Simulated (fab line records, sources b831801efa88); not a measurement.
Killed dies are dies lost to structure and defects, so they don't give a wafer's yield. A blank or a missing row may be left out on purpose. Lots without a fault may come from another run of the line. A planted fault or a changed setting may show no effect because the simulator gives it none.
Split-lot experiment | flow sfq_line | 5 lots, 23 wafers read, on a route of 325 steps

THE SPLIT
At SFQ_TRILAYER_I5_BARC_OPEN_VIA_ETCH_200 (etches BARC in O2, target depth 125 nm, time 41.7 s), the setting time_s was moved away from the recipe's 41.7 s on 7 of the 23 wafers read, by -11.1% to +8.2%. The other wafers ran this setting at the recipe's value.

The reading is taken at the split's own step.

THE READING
oes_product_au, in a.u., at SFQ_TRILAYER_I5_BARC_OPEN_VIA_ETCH_200 (etches BARC in O2, target depth 125 nm, time 41.7 s). Fault-free wafers of this fab line usually give 0.686 a.u., standard deviation 0.0037 a.u..

wafer  | tool, chamber at the split | time_s as run, s | against the recipe | oes_product_au, a.u. | against lot-mates on the recipe
L075.2 | rie_diel-02, 3             | 41.7             | recipe             | 0.686                | -
L075.3 | rie_diel-02, 2             | 41.7             | recipe             | 0.690                | -
L075.4 | rie_diel-02, 3             | 41.7             | recipe             | 0.688                | -
L075.5 | rie_diel-02, 1             | 41.7             | recipe             | 0.688                | -
L075.6 | rie_diel-02, 2             | 41.7             | recipe             | 0.686                | -
L077.1 | rie_diel-01, 3             | 41.7             | recipe             | 0.686                | -
L077.2 | rie_diel-01, 0             | 37.09            | -11.1%             | 0.728                | +0.044
L077.4 | rie_diel-01, 2             | 41.7             | recipe             | 0.687                | -
L077.5 | rie_diel-01, 3             | 37.09            | -11.1%             | 0.728                | +0.044
L077.6 | rie_diel-01, 2             | 41.7             | recipe             | 0.678                | -
L079.1 | rie_diel-03, 0             | 41.7             | recipe             | 0.677                | -
L079.4 | rie_diel-03, 3             | 41.7             | recipe             | 0.685                | -
L079.6 | rie_diel-03, 2             | 41.7             | recipe             | 0.683                | -
L080.1 | rie_diel-02, 2             | 45.13            | +8.2%              | 0.673                | -0.014
L080.2 | rie_diel-02, 3             | 41.7             | recipe             | 0.689                | -
L080.3 | rie_diel-02, 0             | 41.7             | recipe             | 0.685                | -
L080.5 | rie_diel-02, 2             | 45.13            | +8.2%              | 0.675                | -0.012
L080.6 | rie_diel-02, 1             | 45.13            | +8.2%              | 0.674                | -0.013
L084.1 | rie_diel-01, 2             | 44.2             | +6.0%              | 0.681                | -0.009
L084.2 | rie_diel-01, 3             | 41.7             | recipe             | 0.687                | -
L084.3 | rie_diel-01, 1             | 41.7             | recipe             | 0.695                | -
L084.5 | rie_diel-01, 3             | 41.7             | recipe             | 0.689                | -
L084.6 | rie_diel-01, 0             | 44.2             | +6.0%              | 0.678                | -0.012

THE FIT
A straight line over all 23 wafers: oes_product_au changes by -0.0026 a.u. for each +1% of time_s; r = -0.90; the points scatter about the line by 0.0062 a.u..
The same after taking each lot's own level away (the mean of its wafers on the recipe; 23 wafers): -0.00284 a.u. for each +1%; r = -0.93; scatter 0.0056 a.u..
On that fit, the largest move of time_s shifts the reading by 0.031 a.u..
The lots' own levels span 0.6817 to 0.6903 a.u., that is 2.3 times the standard deviation above.
So the lot-to-lot level changes the slope little: the two slopes agree.
Check: with one of the wafers moved furthest among these (-11.1%) left out of the fit, the line predicts +0.0299 a.u. for it against its lot-mates. It came out at +0.0443 a.u. against them.
Tool readings at the split's step, against how far the setting was moved: oes_product_au r = -0.90.

OTHER SPLITS ON THESE WAFERS
These wafers also went through other splits before the reading. Each is held against what the fit with the lots' levels taken away leaves over:
other split on the same wafers                  | wafers away from the commonest value | r with oes_product_au (lot level and that fit taken away)
SFQ_TRILAYER_JJ_CE_ETCH_RIE_118 bias_w          | 7                                    | +0.33
SFQ_TRILAYER_M5_LITHO_EXPOSE_124 dose_mj        | 6                                    | +0.04
SFQ_TRILAYER_R5_LITHO_EXPOSE_137 dose_mj        | 8                                    | -0.25
SFQ_TRILAYER_R5_BARC_OPEN_METAL_ETCH_177 time_s | 10                                   | +0.10

THE FILE'S OWN FIT
oes_product_au changes by -0.00292 a.u. for each +1% of time_s, r = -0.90.
